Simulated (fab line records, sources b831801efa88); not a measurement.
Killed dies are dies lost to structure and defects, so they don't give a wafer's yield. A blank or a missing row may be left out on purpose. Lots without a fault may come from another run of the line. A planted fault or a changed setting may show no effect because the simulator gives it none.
A struck lot beside a sound one | flow sky130 | 16 steps out of a route of 708
Sound: wafers L843.2, L843.4, L843.6. Struck: wafers L845.1, L845.2, L845.3. The cause comes at the end.
At each step with rows: each side's tool, then ch and its chambers, then its first start. Under that, the readings that differ: sound wafers | struck wafers | difference of the means | sigmas: that difference in standard deviations of wafers without a fault.
alike: readings whose means differ by less than 2 such deviations, and words and numbers that are the same on both sides. not compared: withheld readings, readings that some wafer has no value for, bounds like >300 that may hide the same value, and numbers for which the record gives no deviation and whose values overlap.
The two part at a step that has a row with sigmas, a row that says differs or no value, or rows on one side only. Numbers that don't overlap but have no deviation are shown without sigmas and don't part them. A reading that every wafer of one side lacks parts them only if that side has two wafers or more.

first, 9 steps without rows for these wafers: SKY_CAPM_CLEAN_17 (cleans in O3/DIW); SKY_METAL3_DEHYDRATE_05 (time 60 s); SKY_METAL3_HMDS_06 (prime time 60 s); SKY_METAL3_COAT_07 (resist thk 60 nm); SKY_METAL3_COAT_08 (resist thk 1140 nm); SKY_METAL3_SOFTBAKE_09 (time 90 s); SKY_METAL3_EXPOSE_10 (exposes mask MM3, target cd 300 nm); SKY_METAL3_PEB_11; SKY_METAL3_DEVELOP_12 (develop time 60 s).
SKY_METAL3_CD_MEAS_13: target cd 300 nm.
  sound on cd_sem-02, day 42 11:20; struck on cd_sem-02, day 42 22:06
  alike: cd_nm
SKY_METAL3_OVL_MEAS_14:
  sound on overlay-02, day 42 11:26; struck on overlay-01, day 42 22:13
  alike: METAL3_OVL
SKY_METAL3_DESCUM_15: chemistry O2, time 8 s.
  sound on rie_metal-01 ch 0,1, day 42 11:28; struck on rie_metal-04 ch 0,1, day 42 22:16
  alike: drypump_motor_current_A, he_backside_leak_sccm, oes_product_au
  not compared: rf_hours_counter_h
SKY_METAL3_ETCH_16: etches BARC in N2/H2, stops on SiO2, time 88.2 s, target depth 60 nm.
  sound on rie_metal-01 ch 0,1, day 42 11:30; struck on rie_metal-04 ch 0,1, day 42 22:17
  reading                                       | sound             | struck            | difference | sigmas
  rf_fwd_power_W (W)                            | 497.3 498.4 498.5 | 573.3 577.4 575.2 | +77.2      | +45
  model.KrF-thick_of_METAL3_COAT_08.thk_nm (nm) | 1073 1071 1075    | 1062 1063 1062    | -11        |
  model.SiO2_of_CAPM_CVD_00.thk_nm (nm)         | 15.42 15.65 15.51 | 14.74 14.87 15.12 | -0.62      |
  alike: drypump_motor_current_A, he_backside_leak_sccm, oes_product_au, throttle_valve_pct
  not compared: rf_hours_counter_h
SKY_METAL3_ETCH_17: etches SiO2 in C4F8/O2/Ar, stops on TiN, time 3.9 s, target depth 15 nm.
  sound on rie_diel-02 ch 1,3, day 42 11:36; struck on rie_diel-02 ch 0,1,3, day 42 22:23
  reading                  | sound             | struck            | difference | sigmas
  oes_product_au (a.u.)    | 0.755 0.759 0.756 | 0.737 0.741 0.748 | -0.015     | -2
  model.etch.depth_nm (nm) | 15.42 15.65 15.51 | 14.74 14.87 15.12 | -0.62      |
  alike: rf_fwd_power_W
  not compared: rf_hours_counter_h
SKY_METAL3_METAL_ETCH_18: etches the open film in Cl2/BCl3, stops on SiO2, target depth 845 nm, time 183.1 s.
  sound on rie_metal-04 ch 0, day 42 11:37; struck on rie_metal-01 ch 0,1, day 42 22:24
  reading                     | sound             | struck            | difference | sigmas
  drypump_motor_current_A (A) | 5.0 5.0 5.0       | 6.4 6.5 6.4       | +1.4       | +3
  rf_fwd_power_W (W)          | 895.1 892.0 893.7 | 896.0 903.7 900.0 | +6.3       | +2
  alike: he_backside_leak_sccm, oes_product_au, throttle_valve_pct
  not compared: rf_hours_counter_h
-- the record jumps here: 6 days lie between the struck wafers' starts before and after (it left off in module METAL3 and takes up again in module PAD_OPEN, whose first step shown is number 708 of the route) --
SKY_PAD_OPEN_PROBE_99:
  sound on prober-01, day 48 23:37; struck on prober-01, day 49 08:07
  alike: defect_limited_yield, killed_at_M0_to_M3, killed_at_M4_up, killed_at_contacts, killed_at_front_end, killed_at_other, killed_dies, killed_open, killed_short, sort_bin_3_pad_short, sort_bin_5_function, sort_bin_6_memory, sort_n_pass, sort_yield_pct

WHERE THEY PART
First at SKY_METAL3_ETCH_16; last, within this record, at SKY_METAL3_METAL_ETCH_18. Later steps at which nothing parts them and some readings are alike: SKY_PAD_OPEN_PROBE_99.

WHY: what the simulator had put in
Process parameter drift: rie_metal-04, from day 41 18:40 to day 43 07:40, at SKY_METAL3_ETCH_16. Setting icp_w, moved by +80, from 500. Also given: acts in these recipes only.
